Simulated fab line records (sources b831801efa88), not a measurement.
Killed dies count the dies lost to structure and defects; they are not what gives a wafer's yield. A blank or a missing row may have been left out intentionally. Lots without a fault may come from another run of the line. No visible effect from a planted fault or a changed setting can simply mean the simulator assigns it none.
fab line records	flow sky130
[record] lots = 6	wafers = 18	lastDay = 49
route steps=708 shown LDD_HVP@287 LDD_LDN@289 PAD_OPEN@708
lots that met no fault: from a run of the same line without faults
startH: start of the lot's first displayed wafer, in hours after the record's first day	waitH: hours since the lot's step before	" repeats the value in the row above	L1.1+2: a row that stands for several wafers	- no value, or no start was given	* or withheld: withheld	< > ~ a bound
route shown NAME@n: a module of which the file shows steps, and the number in the route of the first	usual: the fault-free wafers' mean and standard deviation	same: alike in all rows	chamber/n: place in a boat	sites: the reading at each site	_std_site: standard deviation across them	_edge_site: mean of outer sites minus mean of inner sites	radiusMm: for every site, how far away it sits from the centre of the wafer	mask NAME#n: copy n	behind: tool/chamber where the wafer was last shaped	hold: why the lot was held/for how many hours/how that ended	device: the n, p or np transistor that did not switch	end of line: the tests these same wafers got at the end of their route	for a step that has no rows: nothing shown but its recipe	killed: dies that structure and defects cost at the first sort, which is not the same as the wafer's yield	map: the dies of a wafer, with x for killed, . for not killed, _ for no die there
set.NAME: the setting as run; set.NAME@STEP: as run at that earlier step	model.NAME: the simulator's own value behind a step, which no gauge read
a table for each step, a row for each wafer; lots at some steps of the route
services: when a tool's chamber went out of use (startH, in hours from the record's first day, below 0 if earlier), for how many hours, and the reason
[[steps]]
[step SKY_LDD_HVP_STRIP_09]
[recipe] chemistry = O2/N2	powerW = 1400	pressureMtorr = 1500	platenTempC = withheld	o2FlowSccm = 3000	n2FlowSccm = 300	overashFraction = 0.5
[usual] drypumpMotorCurrentA = 5.7/0.54	oesProductAu = 0.408/0.005	stripTimeToEndpointS = 4.136/0.016
lot.wafer	tool	chamber	startH	waitH	drypumpMotorCurrentA	oesProductAu	rfHoursCounterH	stripTimeToEndpointS
L697.2	plasmaAsher-04	0	517.65	0.1	6.6	0.402	40	4.125
L697.5	"	1	"	"	5.3	0.406	-	4.132
L697.6	"	0	"	"	6.6	0.412	-	4.135
L703.1	plasmaAsher-02	1	568.60	0.1	5.6	0.399	14	4.108
L703.3	"	0	"	"	4.9	0.405	-	4.108
L703.4	"	1	"	"	5.6	0.401	-	4.124
L704.3	plasmaAsher-03	1	578.79	0.1	5.9	0.400	-	4.128
L704.4	"	0	"	"	6.0	0.410	-	4.136
L704.6	"	0	"	"	6.1	0.397	-	4.118
L706.1	plasmaAsher-03	0	597.46	0.1	6.1	0.412	91	4.146
L706.2	"	1	"	"	5.9	0.406	91	4.156
L706.6	"	1	"	"	5.9	0.408	-	4.148
L708.1	plasmaAsher-02	1	610.35	0.1	5.5	0.418	19	4.132
L708.4	"	0	"	"	4.9	0.411	-	4.155
L708.5	"	1	"	"	5.5	0.405	-	4.129
L712.3	plasmaAsher-02	1	652.29	0.1	5.5	0.409	-	4.146
L712.4	"	0	"	"	4.9	0.400	-	4.134
L712.5	"	1	"	"	5.5	0.407	-	4.125
[step SKY_LDD_HVP_TW_MEAS_10]
[usual] LDD_HVP_TW = 460/3.7
lot.wafer	tool	chamber	startH	waitH	LDD_HVP_TW
L697.2	filmMetro-03	-	517.76	0.1	455
L697.5	"	-	"	"	455
L697.6	"	-	"	"	452
L703.1	filmMetro-01	-	568.70	0.1	459
L703.3	"	-	"	"	457
L703.4	"	-	"	"	459
L704.3	filmMetro-01	-	578.87	0.1	460
L704.4	"	-	"	"	461
L704.6	"	-	"	"	463
L706.1	filmMetro-04	-	597.56	0.1	463
L706.2	"	-	"	"	464
L706.6	"	-	"	"	463
L708.1	filmMetro-01	-	610.45	0.1	458
L708.4	"	-	"	"	460
L708.5	"	-	"	"	458
L712.3	filmMetro-03	-	652.37	0.1	454
L712.4	"	-	"	"	455
L712.5	"	-	"	"	456
[step SKY_LDD_LDN_DEHYDRATE_00]
[recipe] tempC = 200	timeS = 60
[step SKY_LDD_LDN_HMDS_01]
[recipe] primeTimeS = 60	primeTempC = 120
[step SKY_LDD_LDN_COAT_02]
[recipe] resist = NOVOLAK	spinRpm = 3000	resistThkNm = 1140
[step SKY_LDD_LDN_SOFTBAKE_03]
[recipe] tempC = 90	timeS = 60	resist = NOVOLAK
[step SKY_LDD_LDN_EXPOSE_04]
[recipe] maskId = LDNTM	na = 0.6	sourceShape = conventional	sigmaOuter = 0.6	polarization = unpolarized	targetCdNm = 700	doseMj = 140
[step SKY_LDD_LDN_PEB_05]
[recipe] tempC = withheld	timeS = *	resist = NOVOLAK
[step SKY_LDD_LDN_DEVELOP_06]
[recipe] resist = NOVOLAK	developer = TMAH	developTimeS = 60	devTempC = 23.87
[step SKY_LDD_LDN_OVL_MEAS_07]
[usual] LDD_LDN_OVL = 1.2/1.4
lot.wafer	tool	chamber	startH	waitH	LDD_LDN_OVL[nm]
L697.2	overlay-02	-	547.75	0.1	1.1
L697.5	"	-	"	"	1.5
L697.6	"	-	"	"	2.5
L703.1	overlay-01	-	597.62	0.1	2.1
L703.3	"	-	"	"	1.1
L703.4	"	-	"	"	-0.3
L704.3	overlay-01	-	607.73	0.1	-0.8
L704.4	"	-	"	"	-1.9
L704.6	"	-	"	"	-0.3
L706.1	overlay-01	-	626.02	0.1	3.6
L706.2	"	-	"	"	0.9
L706.6	"	-	"	"	1.4
L708.1	overlay-01	-	639.35	0.1	1.6
L708.4	"	-	"	"	2.0
L708.5	"	-	"	"	1.4
L712.3	overlay-01	-	680.63	0.1	2.8
L712.4	"	-	"	"	3.5
L712.5	"	-	"	"	3.1
[step SKY_LDD_LDN_IMPLANT_08]
[recipe] species = As	energyKev = 15	doseCm2 = 1.25e+13	tiltDeg = withheld	rotationDeg = 23
[step SKY_LDD_LDN_IMPLANT_09]
[recipe] species = As	energyKev = 14.84	doseCm2 = 1.25e+13	tiltDeg = withheld	rotationDeg = 113
[step SKY_LDD_LDN_IMPLANT_10]
[recipe] species = As	energyKev = 15	doseCm2 = 1.25e+13	tiltDeg = withheld	rotationDeg = 203
[usual] doseIonsCm2 = 1.2501e+13/1.4e+10	faradayCurrentUA = 70.4/1.5	rotationDeg = 203.00/0.042
lot.wafer	tool	chamber	startH	waitH	doseIonsCm2	faradayCurrentUA	rotationDeg
L697.2	implanter-01	0	548.11	0.1	1.2509e+13	70.0	202.96
L697.5	"	0	"	"	1.2503e+13	69.9	202.98
L697.6	"	0	"	"	1.2491e+13	72.9	202.88
L703.1	implanter-01	0	597.95	0.1	1.2494e+13	70.9	203.05
L703.3	"	0	"	"	1.2487e+13	71.1	202.94
L703.4	"	0	"	"	1.2504e+13	70.6	203.03
L704.3	implanter-04	0	608.10	0.1	8.555e+12	47.5	202.93
L704.4	"	0	"	"	8.546e+12	46.9	202.99
L704.6	"	0	"	"	8.552e+12	48.8	203.00
L706.1	implanter-04	0	626.35	0.1	8.561e+12	49.0	203.01
L706.2	"	0	"	"	8.546e+12	48.3	202.98
L706.6	"	0	"	"	8.553e+12	46.6	202.92
L708.1	implanter-03	0	639.69	0.1	1.2511e+13	68.2	203.03
L708.4	"	0	"	"	1.2524e+13	70.5	203.06
L708.5	"	0	"	"	1.251e+13	66.9	202.96
L712.3	implanter-04	0	684.28	0.1	1.248e+13	72.2	202.95
L712.4	"	0	"	"	1.2504e+13	69.1	202.99
L712.5	"	0	"	"	1.2512e+13	70.1	203.00
[step SKY_LDD_LDN_IMPLANT_11]
[recipe] species = As	energyKev = 15	doseCm2 = 1.25e+13	tiltDeg = withheld	rotationDeg = 293
[step SKY_PAD_OPEN_PROBE_99]
[usual] killed_at_M0_to_M3 = 44/6.2	killed_at_M4_up = 3.3/1.7	killedAtContacts = 24/4.9	killedAtFrontEnd = 16/5	killedAtOther = 0.3/0.48	killedDies = 88/9	killedOnRim = 17/3.7	killedOpen = 48/7	killedShort = 39/6.1
[same] grossDies = 492	killedAtBackSide = 0
lot.wafer	tool	chamber	startH	waitH	killed_at_M0_to_M3	killed_at_M4_up	killedAtContacts	killedAtFrontEnd	killedAtOther	killedDies	killedOnRim	killedOpen	killedShort	model.etest.tipSonos.rsOhmSq
L697.6	prober-01	-	1090.83	0.2	37	3	22	16	1	79	20	46	28	2790
L703.1	prober-01	-	1129.97	0.1	47	7	19	18	0	91	21	52	39	2820
L703.3	prober-01	-	1130.07	0.2	46	7	21	28	0	102	18	54	45	2780
L703.4	prober-01	-	1130.12	0.2	54	4	28	10	1	97	16	52	44	2832
L704.3	prober-02	-	1133.36	0.2	45	3	25	14	0	87	13	53	33	2827
L704.4	prober-02	-	1133.41	0.2	49	2	23	19	0	93	14	44	48	2839
L704.6	prober-02	-	1133.51	0.2	34	5	28	12	0	79	12	41	37	2818
L706.1	prober-02	-	1142.89	0.1	37	4	22	23	0	86	16	42	44	2897
L706.2	prober-02	-	1142.94	0.1	50	3	27	21	1	102	22	61	40	2880
L706.6	prober-02	-	1143.14	0.2	48	4	25	14	0	91	16	56	35	2923
L708.1	prober-02	-	1150.44	0.1	40	2	21	16	0	79	19	44	34	2651
L708.4	prober-02	-	1150.59	0.2	41	4	23	23	1	92	19	42	50	2720
L708.5	prober-02	-	1150.64	0.2	46	7	24	13	0	90	19	56	33	2663
L712.3	prober-02	-	1186.47	0.2	44	2	31	9	0	86	18	48	38	2713
// killed by level:class
L697.6 VIA1:geometricParticle:open=10 FIELD_ISO:geometricParticle:open=7 CONTACT:geometricParticle:open=6 LI_CONTACT:geometricParticle:open=6 METAL1:geometricParticle:short=6 VIA3:geometricParticle:open=6 VIA2:geometricParticle:open=4 FIELD_ISO:geometricParticle:short=3
L703.1 VIA1:geometricParticle:open=13 METAL2:geometricParticle:short=9 VIA2:geometricParticle:open=7 CONTACT:geometricParticle:open=6 VIA3:geometricParticle:open=6 LOCAL_INTERCONNECT:geometricParticle:short=5 METAL4:geometricParticle:short=5 FIELD_ISO:geometricParticle:open=4
L703.3 VIA1:geometricParticle:open=13 VIA3:geometricParticle:open=9 FIELD_ISO:geometricParticle:short=6 POLY_GATE:geometricParticle:short=6 LI_CONTACT:geometricParticle:open=6 CONTACT:geometricParticle:open=6 VIA2:geometricParticle:short=6 FIELD_ISO:geometricParticle:open=5
L703.4 VIA1:geometricParticle:open=11 VIA2:geometricParticle:open=11 METAL2:geometricParticle:short=9 VIA3:geometricParticle:open=9 LI_CONTACT:geometricParticle:open=8 CONTACT:geometricParticle:short=6 FIELD_ISO:geometricParticle:short=5 LI_CONTACT:geometricParticle:short=5
L704.3 VIA1:geometricParticle:open=13 VIA3:geometricParticle:open=12 CONTACT:geometricParticle:open=11 LOCAL_INTERCONNECT:geometricParticle:short=5 VIA1:geometricParticle:short=5 FIELD_ISO:geometricParticle:open=4 POLY_GATE:geometricParticle:short=4 CONTACT:geometricParticle:short=4
L704.4 VIA1:geometricParticle:open=11 VIA3:geometricParticle:open=8 VIA2:geometricParticle:open=7 CONTACT:geometricParticle:short=7 VIA2:geometricParticle:short=6 CONTACT:geometricParticle:open=5 METAL2:geometricParticle:short=5 FIELD_ISO:geometricParticle:short=4
L704.6 VIA2:geometricParticle:open=9 CONTACT:geometricParticle:open=9 LI_CONTACT:geometricParticle:open=7 VIA3:geometricParticle:open=7 METAL4:geometricParticle:short=5 LOCAL_INTERCONNECT:geometricParticle:short=5 VIA1:geometricParticle:open=5 CONTACT:geometricParticle:short=4
L706.1 VIA1:geometricParticle:open=9 FIELD_ISO:geometricParticle:short=7 LI_CONTACT:geometricParticle:open=7 CONTACT:geometricParticle:open=7 VIA1:geometricParticle:short=6 POLY_GATE:geometricParticle:open=5 CONTACT:geometricParticle:short=5 SPACER:geometricParticle:short=4
L706.2 VIA2:geometricParticle:open=12 VIA1:geometricParticle:open=11 CONTACT:geometricParticle:open=8 POLY_GATE:geometricParticle:open=7 LI_CONTACT:geometricParticle:open=6 VIA2:geometricParticle:short=6 FIELD_ISO:geometricParticle:short=5 METAL1:geometricParticle:short=5
L706.6 VIA1:geometricParticle:open=15 CONTACT:geometricParticle:open=10 VIA3:geometricParticle:open=8 LI_CONTACT:geometricParticle:open=6 VIA3:geometricParticle:short=6 POLY_GATE:geometricParticle:short=5 CONTACT:geometricParticle:short=5 POLY_GATE:geometricParticle:open=4
L708.1 CONTACT:geometricParticle:open=11 VIA1:geometricParticle:open=9 VIA1:geometricParticle:short=8 METAL2:geometricParticle:short=7 LI_CONTACT:geometricParticle:open=5 POLY_GATE:geometricParticle:short=4 VIA3:geometricParticle:open=4 SPACER:geometricParticle:open=3
L708.4 CONTACT:geometricParticle:open=9 LOCAL_INTERCONNECT:geometricParticle:short=7 METAL2:geometricParticle:short=7 METAL1:geometricParticle:short=6 POLY_CUT:geometricParticle:open=5 VIA2:geometricParticle:short=5 VIA1:geometricParticle:short=5 VIA1:geometricParticle:open=5
L708.5 VIA1:geometricParticle:open=16 CONTACT:geometricParticle:open=12 METAL4:geometricParticle:short=6 POLY_GATE:geometricParticle:open=5 VIA2:geometricParticle:open=5 VIA3:geometricParticle:open=5 LI_CONTACT:geometricParticle:open=4 METAL2:geometricParticle:short=4
L712.3 LI_CONTACT:geometricParticle:open=9 VIA3:geometricParticle:open=9 CONTACT:geometricParticle:open=8 VIA1:geometricParticle:open=8 LOCAL_INTERCONNECT:geometricParticle:short=5 METAL1:geometricParticle:short=5 VIA1:geometricParticle:short=5 METAL2:geometricParticle:short=5
[[services]]
tool	chamber	startH	hours	kind
implanter-03	-	514.47	2.1	repair
implanter-03	-	516.10	4.0	repair
plasmaAsher-04	-	534.69	14.6	pm
plasmaAsher-02	-	544.48	4.2	repair
plasmaAsher-04	-	557.11	28.1	pm
implanter-03	-	557.72	2.2	repair
implanter-01	-	573.25	3.6	pm
implanter-03	-	575.96	3.6	repair
plasmaAsher-04	-	594.61	10.1	repair
implanter-03	-	653.20	3.7	pm
plasmaAsher-04	-	655.99	3.2	repair
implanter-04	-	667.07	15.7	repair
implanter-03	-	675.83	10.9	pm
plasmaAsher-02	-	681.87	14.6	pm
[[key]]
[firstSign] step = SKY_LDD_LDN_IMPLANT_10	reading = doseIonsCm2	direction = down	sigmas = 99+	usual = *	struck = *
[effect] step = SKY_LDD_LDN_IMPLANT_10	reading = faradayCurrentUA	direction = down	sigmas = 16	usual = 70.4	struck = 47.9
[modelEffect] step = SKY_PAD_OPEN_PROBE_99	value = etest.tipSonos.rsOhmSq	without = 2737	struck = 2864
metAt SKY_LDD_LDN_IMPLANT_10
struckWafers L704.3,L704.4,L704.6,L706.1,L706.2,L706.6
testerLeftOut L704,L706
[fault] kind = processParameterDrift	tool = implanter-04	chamber = -	onsetH = 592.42	steps = SKY_LDD_LDN_IMPLANT_10	channel = doseCm2	offset = *	shape = step	endH = 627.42	actsIn = *	stated = *
// testerLeftOut: of these lots the tester's yield and bins aren't shown, on N5 and GAA mostly nor the transistor test; their killed dies are dies lost to structure and defects alone, not to doping, threshold or leakage, so they don't give the yield
